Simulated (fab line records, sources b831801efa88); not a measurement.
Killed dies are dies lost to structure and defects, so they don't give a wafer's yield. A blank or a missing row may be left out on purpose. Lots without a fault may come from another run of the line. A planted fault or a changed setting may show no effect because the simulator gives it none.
One fault seen from 2 desks | flow gf180mcu | each desk has only its own numbers; what lay behind them comes last

THE TOOL OWNER'S DESK: implanter-01
The tool's own readings at GF_NSD_IMPLANT_09: means of the sampled wafers that have a number, for each lot that ran on this tool. A lot is out of limits, marked OUT, if its mean lies more than 4 standard deviations from the usual mean; the brackets give that distance.
Columns: A = beam_energy_keV at GF_NSD_IMPLANT_09, usual 59.999; B = beam_on_s at GF_NSD_IMPLANT_09, usual 19.1 s
lot  | first seen here | A                        | B
L407 | day 14 04:34    | 59.993                   | 19.6
L410 | day 15 12:35    | 60.001                   | 20.0
L413 | day 16 13:38    | 77.313 (+99 or more) OUT | -
L414 | day 16 15:37    | 77.336 (+99 or more) OUT | -
L415 | day 17 00:31    | 77.313 (+99 or more) OUT | -
L427 | day 21 09:02    | 60.032                   | 19.8
This desk's finding: out of limits on L413, L414, L415; first on L413, day 16 13:38 (beam_energy_keV at GF_NSD_IMPLANT_09). In limits: L407, L410, L427.

THE METROLOGY DESK
What the gauges read, lot by lot, whatever tool the lot ran on: means of the sampled wafers that have a number. A lot is out of limits, marked OUT, if its mean lies more than 4 standard deviations from the usual mean; the brackets give that distance.
Columns: A = VT_IMPLANT_3_TW at GF_VT_IMPLANT_TW_MEAS_32, usual 265.8; B = NSD_TW at GF_NSD_TW_MEAS_12, usual 4243; C = NSD_RS at GF_PSD_RS_MEAS_14, usual 46.19 ohm/sq
lot  | first seen here | A     | B               | C
L407 | day 7 15:03     | 264.3 | 4308            | 46.21
L410 | day 8 12:23     | 264.5 | 4303            | 46.15
L413 | day 9 05:52     | 264.6 | 4490 (+6.7) OUT | 41.77 (-51) OUT
L414 | day 9 11:57     | 263.6 | 4506 (+7.1) OUT | 41.83 (-51) OUT
L415 | day 9 17:47     | 264.9 | 4490 (+6.7) OUT | 41.88 (-50) OUT
L417 | day 10 08:59    | 265.7 | 4292            | 46.07
L419 | day 10 21:25    | 266.2 | 4254            | 46.19
L424 | day 12 02:27    | 268.0 | 4270            | 46.17
L425 | day 12 09:14    | 264.9 | 4206            | 46.20
L426 | day 12 16:08    | 267.4 | 4214            | 46.20
L427 | day 13 07:24    | 269.1 | 4223            | 46.17
This desk's finding: out of limits on L413, L414, L415; first on L413, day 16 13:59 (NSD_TW at GF_NSD_TW_MEAS_12). In limits: L407, L410, L417, L419, L424, L425, L426, L427.

PUT TOGETHER
The tool owner's desk could have raised an alarm at day 16 13:38, on L413, L414, L415.
The metrology desk could have raised an alarm at day 16 13:59, on L413, L414, L415.
Of the lots named, all ran GF_NSD_IMPLANT_09 on implanter-01.

WHAT THE SIMULATOR HAD PUT IN
Process parameter drift: implanter-01, from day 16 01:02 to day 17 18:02, at GF_NSD_IMPLANT_09. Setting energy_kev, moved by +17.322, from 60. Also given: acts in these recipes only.
Lots struck among those shown: L413, L414, L415.
Hours from the fault's start to each desk's first reading out of limits: the tool owner's desk, 13; the metrology desk, 13.
